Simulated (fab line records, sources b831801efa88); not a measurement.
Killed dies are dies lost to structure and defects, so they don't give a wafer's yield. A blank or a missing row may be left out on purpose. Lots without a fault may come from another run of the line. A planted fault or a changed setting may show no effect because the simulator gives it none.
One fault seen from 2 desks | flow sky130 | each desk has only its own numbers; what lay behind them comes last

THE TOOL OWNER'S DESK: rie_metal-01
The tool's own readings at SKY_LOCAL_INTERCONNECT_ETCH_13 (etches BARC in N2/H2, stops on SiO2, time 45.9 s, target depth 60 nm): means of the sampled wafers that have a number, for each lot that ran on this tool. A lot is out of limits, marked OUT, if its mean lies more than 4 standard deviations from the usual mean; the brackets give that distance.
Columns: A = chamber_pressure_mTorr at SKY_LOCAL_INTERCONNECT_ETCH_13, usual 30.000 mTorr; B = drypump_motor_current_A at SKY_LOCAL_INTERCONNECT_ETCH_13, usual 5.4 A; C = oes_product_au at SKY_LOCAL_INTERCONNECT_ETCH_13, usual 0.855 a.u.; D = throttle_valve_pct at SKY_LOCAL_INTERCONNECT_ETCH_13, usual 13.226 %
lot  | first seen here | A                        | B   | C     | D
L932 | day 30 20:03    | 29.995                   | 5.5 | 0.856 | 13.223
L937 | day 32 11:24    | 26.019 (-99 or more) OUT | 5.5 | 0.856 | 13.221
L940 | day 33 11:33    | 26.014 (-99 or more) OUT | 5.5 | 0.855 | 13.234
L948 | day 36 09:18    | 30.006                   | 5.6 | 0.860 | 13.234
L949 | day 36 11:27    | 30.000                   | 5.7 | 0.856 | 13.228
L952 | day 37 03:39    | 30.021                   | 5.5 | 0.855 | 13.233
L954 | day 37 16:19    | 29.990                   | 5.6 | 0.854 | 13.228
This desk's finding: out of limits on L937, L940; first on L937, day 32 11:24 (chamber_pressure_mTorr at SKY_LOCAL_INTERCONNECT_ETCH_13). In limits: L932, L948, L949, L952, L954.

THE METROLOGY DESK
What the gauges read, lot by lot, whatever tool the lot ran on: means of the sampled wafers that have a number. A lot is out of limits, marked OUT, if its mean lies more than 4 standard deviations from the usual mean; the brackets give that distance.
Columns: A = CONTACT_W_THK at SKY_CONTACT_THK_MEAS_26, usual 344 nm
lot  | first seen here | A
L932 | day 32 01:58    | 344
L933 | day 32 02:58    | 350
L937 | day 33 17:04    | 346
L940 | day 34 16:01    | 343
L944 | day 35 14:35    | 339
L946 | day 36 07:03    | 347
L948 | day 37 13:47    | 339
L950 | day 37 15:02    | 344
L949 | day 37 15:59    | 346
L951 | day 37 18:52    | 346
L952 | day 38 07:17    | 348
L954 | day 38 19:44    | 343
This desk's finding: nothing out of limits on any of the 12 lots.

PUT TOGETHER
The tool owner's desk could have raised an alarm at day 32 11:24, on L937, L940.
The metrology desk saw nothing out of limits.
The metrology desk has L937, L940 on record, within its limits.
Of the lots named, all ran SKY_LOCAL_INTERCONNECT_ETCH_13 on rie_metal-01.

WHAT THE SIMULATOR HAD PUT IN
Process parameter drift: rie_metal-01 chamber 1, from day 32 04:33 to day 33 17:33, at SKY_LOCAL_INTERCONNECT_ETCH_13. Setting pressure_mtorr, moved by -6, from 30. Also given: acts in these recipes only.
Lots struck among those shown: L937, L940.
Hours from the fault's start to each desk's first reading out of limits: the tool owner's desk, 7.
